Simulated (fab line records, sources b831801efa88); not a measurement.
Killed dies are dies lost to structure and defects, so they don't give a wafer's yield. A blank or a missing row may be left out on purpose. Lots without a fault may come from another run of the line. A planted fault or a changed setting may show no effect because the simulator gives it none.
A struck lot beside a sound one | flow sky130 | 24 steps out of a route of 708
Sound: wafers L852.2, L852.4, L852.6. Struck: wafers L861.3, L861.5, L861.6. The cause comes at the end.
At each step with rows: each side's tool, then ch and its chambers, then its first start. Under that, the readings that differ: sound wafers | struck wafers | difference of the means | sigmas: that difference in standard deviations of wafers without a fault.
alike: readings whose means differ by less than 2 such deviations, and words and numbers that are the same on both sides. not compared: withheld readings, readings that some wafer has no value for, bounds like >300 that may hide the same value, and numbers for which the record gives no deviation and whose values overlap.
The two part at a step that has a row with sigmas, a row that says differs or no value, or rows on one side only. Numbers that don't overlap but have no deviation are shown without sigmas and don't part them. A reading that every wafer of one side lacks parts them only if that side has two wafers or more.

SKY_LI_CONTACT_SPUTTER_19: material Ti, target thk 20 nm, time 106.37 s.
  sound on pvd_sputter-04, day 29 03:54; struck on pvd_sputter-04, day 32 01:07
  alike: throttle_valve_pct
SKY_LI_CONTACT_SPUTTER_20: material TiN, target thk 20 nm, time 80 s.
  sound on pvd_sputter-04, day 29 03:58; struck on pvd_sputter-04, day 32 01:12
  alike: throttle_valve_pct
SKY_LI_CONTACT_CVD_21: deposits W, target thk 400 nm, time 120.56 s.
  sound on cvd_w-02 ch 0,1, day 29 04:02; struck on cvd_w-02 ch 0,1, day 32 01:18
  alike: heater_power_w
SKY_LI_CONTACT_RS_MEAS_22: measures by four-point-probe.
  sound on film_metro-02, day 29 04:11; struck on film_metro-02, day 32 01:28
  alike: LI_CONTACT_W_RS
SKY_LI_CONTACT_THK_MEAS_23: measures by xrf.
  sound on film_metro-02, day 29 04:17; struck on film_metro-02, day 32 01:34
  alike: LI_CONTACT_W_THK
SKY_LI_CONTACT_CMP_24: polishes, stops on PSG, t overpolish 20 s, target thk 0 nm.
  sound on cmp-02 ch 0,1, day 29 04:23; struck on cmp-02 ch 2,3, day 32 01:56
  alike: motor_current_A, overpolish_run_s, retaining_ring_pressure_frac, slurry_flow_ml_min, time_to_endpoint_s
then, 1 step without rows for these wafers: SKY_LOCAL_INTERCONNECT_SPUTTER_00 (material TiN, target thk 100 nm, time 83.3 s).
SKY_LOCAL_INTERCONNECT_RS_MEAS_01: measures by four-point-probe.
  sound on film_metro-03, day 29 04:44; struck on film_metro-04, day 32 02:20
  alike: LOCAL_INTERCONNECT_TIN_RS
SKY_LOCAL_INTERCONNECT_THK_MEAS_02: measures by xrf.
  sound on film_metro-03, day 29 04:50; struck on film_metro-04, day 32 02:26
  alike: LOCAL_INTERCONNECT_TIN_THK
then, 3 steps without rows for these wafers: SKY_LOCAL_INTERCONNECT_DEHYDRATE_03 (time 60 s); SKY_LOCAL_INTERCONNECT_HMDS_04 (prime time 60 s); SKY_LOCAL_INTERCONNECT_COAT_05 (resist thk 60 nm).
SKY_LOCAL_INTERCONNECT_COAT_06: resist thk 450 nm.
  sound on litho_track-04 ch 0, day 29 17:00; struck on litho_track-04 ch 0, day 32 15:00
  reading                                                   | sound                | struck               | difference | sigmas
  spin_speed_rpm (rpm)                                      | 3000.2 3000.6 2999.0 | 3240.1 3237.9 3240.3 | +239.5     | +99 or more
  model.KrF-thick_of_LOCAL_INTERCONNECT_COAT_06.thk_nm (nm) | 450.4 451.6 449.5    | 435.1 433.5 434.8    | -16.0      |
then, 4 steps without rows for these wafers: SKY_LOCAL_INTERCONNECT_SOFTBAKE_07 (time 90 s); SKY_LOCAL_INTERCONNECT_EXPOSE_08 (exposes mask LI1M, target cd 170 nm); SKY_LOCAL_INTERCONNECT_PEB_09; SKY_LOCAL_INTERCONNECT_DEVELOP_10 (develop time 60 s).
SKY_LOCAL_INTERCONNECT_CD_MEAS_11: target cd 170 nm.
  sound on cd_sem-02, day 30 07:53; struck on cd_sem-01, day 33 05:01
  alike: cd_nm
SKY_LOCAL_INTERCONNECT_OVL_MEAS_12:
  sound on overlay-02, day 30 07:59; struck on overlay-02, day 33 05:06
  alike: LOCAL_INTERCONNECT_OVL
SKY_LOCAL_INTERCONNECT_ETCH_13: etches BARC in N2/H2, stops on SiO2, time 45.9 s, target depth 60 nm.
  sound on rie_metal-04 ch 0,1, day 30 08:01; struck on rie_metal-01 ch 1, day 33 05:10
  alike: drypump_motor_current_A, h2_flow_sccm, oes_product_au, throttle_valve_pct
  not compared: rf_hours_counter_h
SKY_LOCAL_INTERCONNECT_METAL_ETCH_14: etches TiN in Cl2/BCl3, stops on PSG, target depth 110 nm, time 31.4 s.
  sound on rie_metal-04 ch 0,1, day 30 08:05; struck on rie_metal-01 ch 1, day 33 05:17
  reading                                                   | sound             | struck          | difference | sigmas
  model.KrF-thick_of_LOCAL_INTERCONNECT_COAT_06.thk_nm (nm) | 349.9 350.3 348.4 | 334.3 333 334.4 | -15.6      |
  alike: drypump_motor_current_A, oes_product_au, throttle_valve_pct
  not compared: rf_hours_counter_h
SKY_LOCAL_INTERCONNECT_STRIP_15: strips in O2/N2.
  sound on plasma_asher-04 ch 0,1, day 30 08:08; struck on plasma_asher-02 ch 0,1, day 33 05:23
  reading                      | sound             | struck            | difference | sigmas
  strip_time_to_endpoint_s (s) | 4.740 4.746 4.714 | 4.581 4.572 4.563 | -0.161     | -8
  alike: drypump_motor_current_A, oes_product_au
  not compared: rf_hours_counter_h
then, 1 step without rows for these wafers: SKY_LOCAL_INTERCONNECT_STRIP_16 (strips in post etch residue remover, time 1200 s).
SKY_PAD_OPEN_PROBE_99:
  the record has rows for the sound wafers here (prober-02, day 45 17:15) and none for the struck ones

WHERE THEY PART
First at SKY_LOCAL_INTERCONNECT_COAT_06; last, within this record, at SKY_PAD_OPEN_PROBE_99.

WHY: what the simulator had put in
Process parameter drift: litho_track-04, from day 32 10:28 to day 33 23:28, at SKY_LOCAL_INTERCONNECT_COAT_06. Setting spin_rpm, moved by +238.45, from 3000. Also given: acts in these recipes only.
